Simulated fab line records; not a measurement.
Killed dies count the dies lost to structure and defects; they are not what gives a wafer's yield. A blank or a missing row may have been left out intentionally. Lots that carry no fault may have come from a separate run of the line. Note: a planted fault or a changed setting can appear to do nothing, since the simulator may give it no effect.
Matching of chambers || flow sfq_line || rie_diel-03 running SFQ_TRILAYER_I4_VIA_BARC_OPEN_VIA_ETCH_146: 4 sister chambers
The step etches BARC in O2, target depth 125 nm, time 41.7 s. 14 wafers are shown with their chamber, then 7 later ones without.

== WAFERS WITH THEIR CHAMBER ==
{"wafer": "L470.1", "chamber": 1, "drypump_motor_current_A (A)": 5.5, "rf_fwd_power_W (W)": 494.4, "bias_w (W)": 80.28}
{"wafer": "L470.4", "chamber": 3, "drypump_motor_current_A (A)": 5.7, "rf_fwd_power_W (W)": 491.5, "bias_w (W)": 80.31}
{"wafer": "L470.6", "chamber": 1, "drypump_motor_current_A (A)": 5.5, "rf_fwd_power_W (W)": 493.1, "bias_w (W)": 80.13}
{"wafer": "L472.1", "chamber": 0, "drypump_motor_current_A (A)": 6.3, "rf_fwd_power_W (W)": 491.2, "bias_w (W)": 79.70}
{"wafer": "L472.3", "chamber": 1, "drypump_motor_current_A (A)": 5.5, "rf_fwd_power_W (W)": 497.6, "bias_w (W)": 80.27}
{"wafer": "L472.6", "chamber": 2, "drypump_motor_current_A (A)": 5.4, "rf_fwd_power_W (W)": 491.2, "bias_w (W)": 79.63}
{"wafer": "L473.1", "chamber": 1, "drypump_motor_current_A (A)": 5.5, "rf_fwd_power_W (W)": 494.8, "bias_w (W)": 80.18}
{"wafer": "L473.5", "chamber": 1, "drypump_motor_current_A (A)": 5.5, "rf_fwd_power_W (W)": 494.6, "bias_w (W)": 80.34}
{"wafer": "L473.6", "chamber": 2, "drypump_motor_current_A (A)": 5.4, "rf_fwd_power_W (W)": 492.9, "bias_w (W)": 80.07}
{"wafer": "L481.3", "chamber": 2, "drypump_motor_current_A (A)": 5.4, "rf_fwd_power_W (W)": 495.6, "bias_w (W)": 79.91}
{"wafer": "L481.4", "chamber": 1, "drypump_motor_current_A (A)": 5.5, "rf_fwd_power_W (W)": 494.5, "bias_w (W)": 79.95}
{"wafer": "L481.6", "chamber": 1, "drypump_motor_current_A (A)": 5.5, "rf_fwd_power_W (W)": 493.0, "bias_w (W)": 80.15}
{"wafer": "L486.2", "chamber": 1, "drypump_motor_current_A (A)": 5.6, "rf_fwd_power_W (W)": 495.9, "bias_w (W)": 79.58}
{"wafer": "L486.3", "chamber": 0, "drypump_motor_current_A (A)": 6.3, "rf_fwd_power_W (W)": 491.8, "bias_w (W)": 79.92}

SIGNATURES (averages over the wafers above)
{"reading": "drypump_motor_current_A", "chamber 0": 6.300, "chamber 1": 5.513, "chamber 2": 5.400, "chamber 3": 5.700, "scatter within a chamber": 0.0296}
{"reading": "rf_fwd_power_W", "chamber 0": 491.500, "chamber 1": 494.738, "chamber 2": 493.233, "chamber 3": 491.500, "scatter within a chamber": 1.6}
{"reading": "bias_w", "chamber 0": 79.8100, "chamber 1": 80.1100, "chamber 2": 79.8700, "chamber 3": 80.3100, "scatter within a chamber": 0.233}
Rule: distance of a wafer from a chamber = root of the sum over the readings of ((wafer's reading minus chamber's mean) / reading's scatter) squared. If the next closest chamber is less than 2 further off than the closest, the wafer can't be placed; otherwise it belongs to the closest. The scatter is the square root of a quotient: the sum, over the shown wafers, of each reading's squared deviation from its chamber's mean, divided by wafers minus chambers.

== WAFERS WITHOUT THEIR CHAMBER ==
{"wafer": "L486.5", "drypump_motor_current_A (A)": 5.4, "rf_fwd_power_W (W)": 493.6, "bias_w (W)": 80.32}
{"wafer": "L487.3", "drypump_motor_current_A (A)": 6.3, "rf_fwd_power_W (W)": 491.9, "bias_w (W)": 80.03}
{"wafer": "L487.4", "drypump_motor_current_A (A)": 5.5, "rf_fwd_power_W (W)": 495.3, "bias_w (W)": 80.02}
{"wafer": "L487.5", "drypump_motor_current_A (A)": 6.3, "rf_fwd_power_W (W)": 489.0, "bias_w (W)": 80.27}
{"wafer": "L489.4", "drypump_motor_current_A (A)": 5.5, "rf_fwd_power_W (W)": 493.7, "bias_w (W)": 79.57}
{"wafer": "L489.5", "drypump_motor_current_A (A)": 6.3, "rf_fwd_power_W (W)": 492.8, "bias_w (W)": 79.51}
{"wafer": "L489.6", "drypump_motor_current_A (A)": 5.5, "rf_fwd_power_W (W)": 493.5, "bias_w (W)": 80.14}

== THE CHAMBER EACH PASSED THROUGH ==
{"wafer": "L486.5", "from the rows above": 2, "in truth": 2}
{"wafer": "L487.3", "from the rows above": 0, "in truth": 0}
{"wafer": "L487.4", "from the rows above": 1, "in truth": 1}
{"wafer": "L487.5", "from the rows above": 0, "in truth": 0}
{"wafer": "L489.4", "from the rows above": "can't be placed: 1 or 2", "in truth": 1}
{"wafer": "L489.5", "from the rows above": 0, "in truth": 0}
{"wafer": "L489.6", "from the rows above": 1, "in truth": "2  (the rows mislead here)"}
5 of 7 placed correctly. Can't be placed from these rows: 1 (the true chamber is among the candidates in 1). Placed wrongly: 1.
